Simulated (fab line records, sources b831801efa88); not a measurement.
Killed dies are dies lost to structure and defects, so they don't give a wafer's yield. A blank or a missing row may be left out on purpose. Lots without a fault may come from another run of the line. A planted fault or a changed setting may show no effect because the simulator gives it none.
Which tool did it? | flow gf180mcu | 24 lots, 72 wafers sampled, at 6 steps of a route of 602

WHAT THE GAUGES READ, wafer by wafer
GF_M1_OVL_MEAS_15. Usual: M1_OVL 3 nm, standard deviation 6.
lot  | measured     | on         | M1_OVL (nm) | flag
L074 | day 17 00:13 | overlay-01 | -5 -5 -9    |
L075 | day 17 04:52 | overlay-01 | 12 20 13    |
L076 | day 17 20:23 | overlay-02 | 4 8 12      |
L077 | day 18 06:44 | overlay-02 | 7 4 6       |
L078 | day 18 12:15 | overlay-01 | 3 0 3       |
L079 | day 18 22:16 | overlay-01 | 5 7 10      |
L080 | day 19 07:52 | overlay-01 | 11 4 4      |
L081 | day 19 18:27 | overlay-01 | 11 -1 -1    |
L082 | day 20 06:10 | overlay-01 | 6 10 14     |
L083 | day 20 19:50 | overlay-02 | 0 -9 -5     |
L085 | day 21 08:23 | overlay-02 | 0 7 10      |
L084 | day 21 09:24 | overlay-01 | 4 8 5       |
L086 | day 21 16:33 | overlay-02 | -8 0 -4     |
L087 | day 21 22:31 | overlay-02 | -9 -5 -3    |
L088 | day 22 13:09 | overlay-02 | 3 -5 -1     |
L089 | day 23 03:43 | overlay-01 | -1 5 -1     |
L090 | day 23 08:32 | overlay-01 | 1 2 -8      |
L091 | day 23 13:50 | overlay-01 | 3 -1 6      |
L092 | day 23 20:05 | overlay-01 | -1 4 12     |
L093 | day 24 04:05 | overlay-01 | 3 3 5       |
L094 | day 24 07:56 | overlay-01 | 6 2 6       |
L095 | day 24 21:58 | overlay-02 | 14 1 12     |
L096 | day 25 00:16 | overlay-01 | -9 -7 -4    |
L097 | day 25 04:49 | overlay-02 | 6 4 0       |

GF_M2_RS_MEAS_05: measures by four-point-probe. Usual: M2_ALCU_RS 0.0693 ohm/sq, standard deviation 0.00077.
lot  | measured     | on            | M2_ALCU_RS (ohm/sq)  | flag
L074 | day 18 02:47 | film_metro-01 | 0.0702 0.0697 0.0696 |
L075 | day 18 07:19 | film_metro-01 | 0.0692 0.0684 0.0680 |
L076 | day 18 23:36 | film_metro-01 | 0.0702 0.0690 0.0693 |
L077 | day 19 10:25 | film_metro-01 | 0.0692 0.0714 0.0694 |
L078 | day 19 15:34 | film_metro-01 | 0.0698 0.0689 0.0697 |
L079 | day 20 01:58 | film_metro-02 | 0.0697 0.0694 0.0694 |
L080 | day 20 10:39 | film_metro-01 | 0.0686 0.0697 0.0690 |
L081 | day 20 21:50 | film_metro-01 | 0.0689 0.0694 0.0697 |
L082 | day 21 11:56 | film_metro-03 | 0.0694 0.0693 0.0688 |
L083 | day 21 22:15 | film_metro-02 | 0.0687 0.0691 0.0696 |
L085 | day 22 13:29 | film_metro-02 | 0.0698 0.0703 0.0696 |
L084 | day 22 13:56 | film_metro-02 | 0.0696 0.0698 0.0693 |
L086 | day 22 20:08 | film_metro-03 | 0.0695 0.0686 0.0683 |
L087 | day 23 01:02 | film_metro-02 | 0.0688 0.0682 0.0692 |
L088 | day 23 15:46 | film_metro-02 | 0.0689 0.0679 0.0684 |
L089 | day 24 05:07 | film_metro-02 | 0.0686 0.0687 0.0690 |
L090 | day 24 10:50 | film_metro-02 | 0.0690 0.0677 0.0687 |
L091 | day 24 15:57 | film_metro-01 | 0.0702 0.0698 0.0695 |
L092 | day 24 21:47 | film_metro-03 | 0.0680 0.0707 0.0693 |
L093 | day 25 05:24 | film_metro-01 | 0.0687 0.0701 0.0713 |
L094 | day 25 09:11 | film_metro-03 | 0.0698 0.0684 0.0703 |
L095 | day 25 22:14 | film_metro-01 | 0.0696 0.0707 0.0699 |
L096 | day 26 00:10 | film_metro-01 | 0.0688 0.0680 0.0685 |
L097 | day 26 05:27 | film_metro-03 | 0.0691 0.0696 0.0691 |

GF_M2_THK_MEAS_06: measures by xrf. Usual: M2_ALCU_THK 445 nm, standard deviation 4.9.
lot  | measured     | on            | M2_ALCU_THK (nm) | flag
L074 | day 18 02:55 | film_metro-01 | 444 447 444      |
L075 | day 18 07:25 | film_metro-01 | 447 451 454      |
L076 | day 18 23:43 | film_metro-01 | 443 450 448      |
L077 | day 19 10:32 | film_metro-01 | 447 431 447      |
L078 | day 19 15:41 | film_metro-01 | 443 450 444      |
L079 | day 20 02:04 | film_metro-02 | 444 445 446      |
L080 | day 20 10:46 | film_metro-01 | 454 445 449      |
L081 | day 20 21:56 | film_metro-01 | 450 446 444      |
L082 | day 21 12:03 | film_metro-03 | 446 446 449      |
L083 | day 21 22:21 | film_metro-02 | 448 445 442      |
L085 | day 22 13:35 | film_metro-02 | 438 433 443      |
L084 | day 22 14:02 | film_metro-02 | 440 438 442      |
L086 | day 22 20:14 | film_metro-03 | 445 450 455      |
L087 | day 23 01:09 | film_metro-02 | 446 448 443      |
L088 | day 23 15:52 | film_metro-02 | 445 451 449      |
L089 | day 24 05:13 | film_metro-02 | 447 448 444      |
L090 | day 24 10:58 | film_metro-02 | 445 451 445      |
L091 | day 24 16:04 | film_metro-01 | 443 445 444      |
L092 | day 24 21:54 | film_metro-03 | 453 439 444      |
L093 | day 25 05:31 | film_metro-01 | 449 444 434      |
L094 | day 25 09:18 | film_metro-03 | 443 449 439      |
L095 | day 25 22:22 | film_metro-01 | 446 441 445      |
L096 | day 26 00:16 | film_metro-01 | 449 455 453      |
L097 | day 26 05:34 | film_metro-03 | 445 442 444      |

GF_V3_CD_MEAS_14: target cd 260 nm. Usual: cd_nm 259.7 nm, standard deviation 1.3.
lot  | measured     | on        | cd_nm (nm)        | flag
L074 | day 22 07:55 | cd_sem-02 | 263.4 261.4 262.1 |
L075 | day 22 12:26 | cd_sem-01 | 257.4 258.9 258.4 |
L076 | day 23 03:12 | cd_sem-01 | 258.1 257.8 258.8 |
L077 | day 23 14:12 | cd_sem-02 | 261.4 259.4 260.3 |
L078 | day 23 18:05 | cd_sem-01 | 258.8 259.9 258.4 |
L079 | day 24 04:20 | cd_sem-02 | 261.1 259.2 260.3 |
L080 | day 24 14:35 | cd_sem-02 | 258.2 257.8 258.7 |
L081 | day 24 22:09 | cd_sem-01 | 260.5 259.7 259.7 |
L082 | day 25 09:45 | cd_sem-02 | 261.0 258.9 259.7 |
L083 | day 25 20:23 | cd_sem-02 | 258.2 258.1 260.3 |
L085 | day 26 09:41 | cd_sem-01 | 259.4 259.6 259.3 |
L084 | day 26 11:37 | cd_sem-01 | 261.1 260.4 260.9 |
L086 | day 26 16:38 | cd_sem-01 | 260.0 261.3 259.6 |
L087 | day 26 21:46 | cd_sem-02 | 259.4 258.4 259.3 |
L088 | day 27 09:53 | cd_sem-02 | 261.6 261.6 261.5 |
L089 | day 27 23:17 | cd_sem-02 | 260.2 261.4 260.4 |
L090 | day 28 03:18 | cd_sem-02 | 258.0 259.2 258.4 |
L091 | day 28 09:02 | cd_sem-01 | 257.9 257.8 258.4 |
L092 | day 28 11:57 | cd_sem-01 | 261.1 260.9 259.9 |
L093 | day 28 19:25 | cd_sem-02 | 261.2 260.9 261.2 |
L094 | day 29 00:00 | cd_sem-02 | 259.3 259.6 259.7 |
L095 | day 29 10:03 | cd_sem-02 | 260.0 260.9 260.3 |
L096 | day 29 11:41 | cd_sem-01 | 258.0 257.4 257.7 |
L097 | day 29 15:55 | cd_sem-01 | 259.6 260.1 258.0 |

WHICH TOOL RAN EACH LOT (tool, then ch and the chambers of the sampled wafers, then the start)
lot  | GF_V1_SPUTTER_22             | GF_M2_SPUTTER_00
L074 | pvd_sputter-02, day 18 01:54 | pvd_sputter-01, day 18 02:34
L075 | pvd_sputter-02, day 18 06:25 | pvd_sputter-03, day 18 07:02
L076 | pvd_sputter-01, day 18 22:44 | pvd_sputter-01, day 18 23:22
L077 | pvd_sputter-02, day 19 09:34 | pvd_sputter-02, day 19 10:11
L078 | pvd_sputter-04, day 19 14:42 | pvd_sputter-03, day 19 15:20
L079 | pvd_sputter-02, day 20 01:05 | pvd_sputter-03, day 20 01:43
L080 | pvd_sputter-02, day 20 09:47 | pvd_sputter-01, day 20 10:25
L081 | pvd_sputter-04, day 20 20:56 | pvd_sputter-03, day 20 21:34
L082 | pvd_sputter-04, day 21 08:37 | pvd_sputter-03, day 21 11:43
L083 | pvd_sputter-01, day 21 21:22 | pvd_sputter-03, day 21 21:59
L085 | pvd_sputter-01, day 22 12:35 | pvd_sputter-01, day 22 13:13
L084 | pvd_sputter-02, day 22 13:04 | pvd_sputter-03, day 22 13:41
L086 | pvd_sputter-02, day 22 19:16 | pvd_sputter-01, day 22 19:53
L087 | pvd_sputter-04, day 23 00:11 | pvd_sputter-03, day 23 00:49
L088 | pvd_sputter-04, day 23 14:16 | pvd_sputter-02, day 23 15:31
L089 | pvd_sputter-04, day 24 04:14 | pvd_sputter-03, day 24 04:52
L090 | pvd_sputter-04, day 24 09:59 | pvd_sputter-02, day 24 10:37
L091 | pvd_sputter-02, day 24 15:05 | pvd_sputter-03, day 24 15:43
L092 | pvd_sputter-04, day 24 20:38 | pvd_sputter-02, day 24 21:34
L093 | pvd_sputter-04, day 25 04:33 | pvd_sputter-02, day 25 05:11
L094 | pvd_sputter-02, day 25 08:20 | pvd_sputter-01, day 25 08:58
L095 | pvd_sputter-04, day 25 21:23 | pvd_sputter-03, day 25 22:01
L096 | pvd_sputter-01, day 25 23:17 | pvd_sputter-02, day 25 23:55
L097 | pvd_sputter-01, day 26 04:36 | pvd_sputter-01, day 26 05:14
- GF_V1_SPUTTER_22: material TiN, target thk 10 nm, time 40 s.
- GF_M2_SPUTTER_00: material Ti, target thk 37.5 nm, time 150 s.

WHAT THE TOOLS THEMSELVES READ (means of the sampled wafers that have a number; where no wafer has one, the mark that the record gives instead)
GF_V1_SPUTTER_22. Usual: throttle_valve_pct 30.4 %, standard deviation 0.93.
lot  | tool           | throttle_valve_pct (%) | flag
L074 | pvd_sputter-02 | 29.7                   |
L075 | pvd_sputter-02 | 30.1                   |
L076 | pvd_sputter-01 | 29.4                   |
L077 | pvd_sputter-02 | 30.2                   |
L078 | pvd_sputter-04 | 31.1                   |
L079 | pvd_sputter-02 | 30.3                   |
L080 | pvd_sputter-02 | 30.5                   |
L081 | pvd_sputter-04 | 30.9                   |
L082 | pvd_sputter-04 | 30.5                   |
L083 | pvd_sputter-01 | 30.4                   |
L085 | pvd_sputter-01 | 29.4                   |
L084 | pvd_sputter-02 | 30.5                   |
L086 | pvd_sputter-02 | 30.0                   |
L087 | pvd_sputter-04 | 31.2                   |
L088 | pvd_sputter-04 | 30.9                   |
L089 | pvd_sputter-04 | 31.2                   |
L090 | pvd_sputter-04 | 30.8                   |
L091 | pvd_sputter-02 | 30.7                   |
L092 | pvd_sputter-04 | 30.5                   |
L093 | pvd_sputter-04 | 30.7                   |
L094 | pvd_sputter-02 | 30.6                   |
L095 | pvd_sputter-04 | 30.4                   |
L096 | pvd_sputter-01 | 29.3                   |
L097 | pvd_sputter-01 | 28.4                   |

GF_M2_SPUTTER_00. Usual: throttle_valve_pct 30.4 %, standard deviation 1.
lot  | tool           | throttle_valve_pct (%) | flag
L074 | pvd_sputter-01 | 29.5                   |
L075 | pvd_sputter-03 | 31.1                   |
L076 | pvd_sputter-01 | 29.3                   |
L077 | pvd_sputter-02 | 29.6                   |
L078 | pvd_sputter-03 | 30.5                   |
L079 | pvd_sputter-03 | 31.2                   |
L080 | pvd_sputter-01 | 29.3                   |
L081 | pvd_sputter-03 | 30.4                   |
L082 | pvd_sputter-03 | 31.0                   |
L083 | pvd_sputter-03 | 31.2                   |
L085 | pvd_sputter-01 | 29.1                   |
L084 | pvd_sputter-03 | 30.8                   |
L086 | pvd_sputter-01 | 29.4                   |
L087 | pvd_sputter-03 | 31.0                   |
L088 | pvd_sputter-02 | 30.1                   |
L089 | pvd_sputter-03 | 30.8                   |
L090 | pvd_sputter-02 | 30.2                   |
L091 | pvd_sputter-03 | 31.2                   |
L092 | pvd_sputter-02 | 30.2                   |
L093 | pvd_sputter-02 | 30.1                   |
L094 | pvd_sputter-01 | 29.4                   |
L095 | pvd_sputter-03 | 30.8                   |
L096 | pvd_sputter-02 | 29.8                   |
L097 | pvd_sputter-01 | 30.4                   |

THE ANSWER, worked out from the rows above alone
Rule: a lot is off if the mean of its wafers that have a number lies more than 3 standard deviations from the usual mean. A lot without any number at a reading at which 4 lots or more have one is off too. The other lots that the step has rows for count as sound. The gauges are gone through in route order, then the tools' own readings, and for those a lot's mean is taken as printed above. The first step at which some lot is off is used, and at that step the reading that is off furthest; a lot without a number counts as furthest.
No lot is off at any reading shown: from this, nothing can be told.

WHAT THE SIMULATOR HAD PUT IN
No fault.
